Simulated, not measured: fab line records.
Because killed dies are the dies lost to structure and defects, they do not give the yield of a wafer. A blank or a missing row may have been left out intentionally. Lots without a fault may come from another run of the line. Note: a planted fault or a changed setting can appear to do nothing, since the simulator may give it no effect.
Which tool was responsible? :: flow sky130 :: 13 lots with 39 wafers sampled at 2 steps, on a route of 708 steps

WHAT THE GAUGES READ, wafer by wafer
SKY_CAP2M_OVL_MEAS_12.
lot: L649
measured: day 40 23:21
on: overlay-02
CAP2M_OVL (nm): -0.4 -1.4 -0.8

lot: L650
measured: day 41 00:59
on: overlay-01
CAP2M_OVL (nm): -0.4 -0.1 -0.4

lot: L652
measured: day 41 12:14
on: overlay-02
CAP2M_OVL (nm): -1.4 -1.2 -1.6

lot: L653
measured: day 41 18:55
on: overlay-02
CAP2M_OVL (nm): 0.2 -0.3 -0.5

lot: L657
measured: day 42 23:11
on: overlay-01
CAP2M_OVL (nm): -0.3 -1.6 -0.2

lot: L660
measured: day 43 14:44
on: overlay-01
CAP2M_OVL (nm): 0.5 -3.1 0.1

lot: L661
measured: day 44 02:56
on: overlay-01
CAP2M_OVL (nm): -0.9 -1.5 1.1

lot: L662
measured: day 44 04:50
on: overlay-02
CAP2M_OVL (nm): -0.7 0.8 0.9

lot: L664
measured: day 44 23:47
on: overlay-01
CAP2M_OVL (nm): 0.1 -0.5 -0.9

lot: L666
measured: day 45 19:56
on: overlay-01
CAP2M_OVL (nm): 0.8 1.3 1.1

lot: L667
measured: day 45 22:53
on: overlay-01
CAP2M_OVL (nm): -1.8 0.7 -0.2

lot: L669
measured: day 46 02:17
on: overlay-01
CAP2M_OVL (nm): -0.2 -0.7 -0.6

lot: L671
measured: day 47 05:08
on: overlay-01
CAP2M_OVL (nm): -0.2 -0.6 -1.3

SKY_METAL4_OVL_MEAS_14.
lot: L649
measured: day 41 23:52
on: overlay-02
METAL4_OVL (nm): -5 -6 -5

lot: L650
measured: day 42 01:46
on: overlay-02
METAL4_OVL (nm): -8 0 -5

lot: L652
measured: day 42 13:14
on: overlay-01
METAL4_OVL (nm): 2 -13 -1

lot: L653
measured: day 42 19:28
on: overlay-01
METAL4_OVL (nm): -3 -6 -6

lot: L657
measured: day 43 22:31
on: overlay-02
METAL4_OVL (nm): 5 -2 -9

lot: L660
measured: day 44 13:17
on: overlay-02
METAL4_OVL (nm): -6 6 -1

lot: L661
measured: day 45 01:56
on: overlay-02
METAL4_OVL (nm): -13 -12 -11

lot: L662
measured: day 45 03:52
on: overlay-01
METAL4_OVL (nm): 3 -2 -8

lot: L664
measured: day 45 22:00
on: overlay-02
METAL4_OVL (nm): -2 3 -1

lot: L666
measured: day 46 17:21
on: overlay-02
METAL4_OVL (nm): -11 -2 -8

lot: L667
measured: day 46 20:35
on: overlay-01
METAL4_OVL (nm): -11 -2 -12

lot: L669
measured: day 46 23:31
on: overlay-02
METAL4_OVL (nm): -9 -12 -12

lot: L671
measured: day 48 00:39
on: overlay-01
METAL4_OVL (nm): -7 2 -6

TOOL THAT RAN EACH LOT (tool first, then ch and the chambers of the sampled wafers, then the start)
The record shows no process step preceding these readings.

WHAT THE TOOLS THEMSELVES READ (means of the sampled wafers that have a number; where no wafer has one, the mark that the record gives instead)
The record holds no such reading with a usual standard deviation.

THE ANSWER, worked out from the rows above alone
Rule: what is usual is taken from the lots themselves. Put in order of their means at a reading, lots are off if they are a third of the lots or fewer, leave a main group of 4 or more, and stand apart from it by a gap of 3 or more times the standard deviation of the main group's means; of several such gaps the widest counts. A main group whose means are all the same, to the digits that the tables above print for the reading, isn't used. Also off: a lot with no number at a reading for which 4 or more lots have one. Where the step has rows for the other lots, those lots are counted as sound. Order of review: gauges by route order, followed by the tools' own readings, for which a lot's mean as printed above is used. The first step at which some lot is off is used, and at that step the reading that is off furthest; a lot without a number counts as furthest.
Nothing can be told from this: no lot is off at any reading shown.

WHAT THE SIMULATOR HAD PUT IN
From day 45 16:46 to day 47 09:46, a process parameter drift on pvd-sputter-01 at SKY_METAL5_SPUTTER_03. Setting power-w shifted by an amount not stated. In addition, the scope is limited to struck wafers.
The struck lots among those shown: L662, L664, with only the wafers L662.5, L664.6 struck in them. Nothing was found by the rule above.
